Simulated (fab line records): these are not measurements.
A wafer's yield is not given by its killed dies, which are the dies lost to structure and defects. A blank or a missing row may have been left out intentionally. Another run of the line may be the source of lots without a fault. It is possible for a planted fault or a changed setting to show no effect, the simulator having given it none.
Comparing a struck lot with a sound one + flow sky130 + 15 out of 708 route steps
Sound: the wafers L626.1, L626.2, L626.3. Wafers L633.1, L633.2, L633.3 were the ones struck. The cause is given at the end.
Per side, at each step with rows, come the tool, then ch with its chambers, and then its first start. Under that, the readings that differ: sound wafers + struck wafers + difference of the means + sigmas: that difference in standard deviations of wafers without a fault.
alike: a reading whose means differ by less than 2 such deviations, as well as words and numbers matching on both sides. not compared: withheld readings; readings where some wafer has no value; bounds like >300 that might hide an equal value; numbers whose values overlap and for which the record gives no deviation.
Wherever a step has rows on one side only, a row that says differs or no value, or a row with sigmas, the two part there. Non-overlapping numbers with no deviation appear without sigmas and do not part them. Lack of a reading on every wafer of one side parts them only where that side has two or more wafers.

first, 1 step without rows for these wafers: SKY_METAL5_CLEAN_19 (cleans in O3/DIW).
SKY_PASSIVATION_CVD_00: deposits SiO2, target thk 90 nm.
  sound on pecvd-01 ch 0,1,2, day 44 09:55; struck on pecvd-04 ch 0,1,2, day 46 10:47
  alike: heater power w
SKY_PASSIVATION_THK_MEAS_01:
  sound on film metro-01 at day 44 09:56; struck on film metro-01 at day 46 10:49
  alike: PASSIVATION_CVD_00_THK
SKY_PASSIVATION_CVD_02: deposits Si3N4, target thk 540 nm.
  sound on pecvd-02 ch 0,2, day 44 10:00; struck on pecvd-02 ch 0,1,2, day 46 10:52
  alike: heater power w
SKY_PASSIVATION_THK_MEAS_03:
  sound on film metro-04 at day 44 10:20; struck on film metro-01 at day 46 11:05
  alike: PASSIVATION_CVD_02_THK
then, 7 steps without rows for these wafers: SKY_PASSIVATION_DEHYDRATE_04 (time 60 s); SKY_PASSIVATION_HMDS_05 (prime time 60 s); SKY_PASSIVATION_COAT_06 (resist thk 3000 nm); SKY_PASSIVATION_SOFTBAKE_07; SKY_PASSIVATION_EXPOSE_08 (exposes mask NSM, target cd 3000 nm); SKY_PASSIVATION_PEB_09; SKY_PASSIVATION_DEVELOP_10 (develop time 60 s).
SKY_PASSIVATION_ETCH_11: etches the open film in CF4/O2, stops on AlCu, target depth 725 nm, time 161.1 s.
  sound on rie diel-01 ch 0,1,3, day 45 07:41; struck on rie diel-01 ch 1,2,3, day 47 07:05
| reading    | sound             | struck            | difference | sigmas |
|------------|-------------------|-------------------|------------|--------|
| bias w (W) | 150.8 150.3 150.4 | 165.1 166.7 166.5 | +15.6      | +36    |
  alike: O2_flow_sccm, drypump motor current A, oes product au, throttle valve pct
  not compared: rf hours counter h
SKY_PASSIVATION_STRIP_12: strips in O2/N2.
  sound on plasma asher-02 ch 0,1, day 45 07:47; struck on plasma asher-01 ch 0,1, day 47 07:11
  alike: drypump motor current A, oes product au, strip time to endpoint s
  not compared: rf hours counter h
SKY_PAD_OPEN_PROBE_99:
  sound on prober-02 at day 46 07:33; struck on prober-01 at day 48 04:34
| reading                  | sound       | struck      | difference | sigmas |
|--------------------------|-------------|-------------|------------|--------|
| sort_bin_3_pad_short (%) | 1.2 1.0 1.8 | 0.4 0.6 0.4 | -0.9       | -2     |
| sort_bin_6_memory (%)    | 8.1 7.3 8.1 | 4.9 4.9 6.9 | -2.3       | -2     |
  alike: defect limited yield, killed_at_M0_to_M3, killed_at_M4_up, killed at contacts, killed at front end, killed at other, killed dies, killed open, killed short, sort_bin_5_function, sort n pass, sort yield pct

== WHERE THEY PART ==
At SKY_PASSIVATION_ETCH_11 first; at SKY_PAD_OPEN_PROBE_99 last (within this record only).

WHY: what the simulator had put in
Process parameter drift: rie diel-01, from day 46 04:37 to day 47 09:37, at SKY_PASSIVATION_ETCH_11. Setting bias w, moved by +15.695, from 150. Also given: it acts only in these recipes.
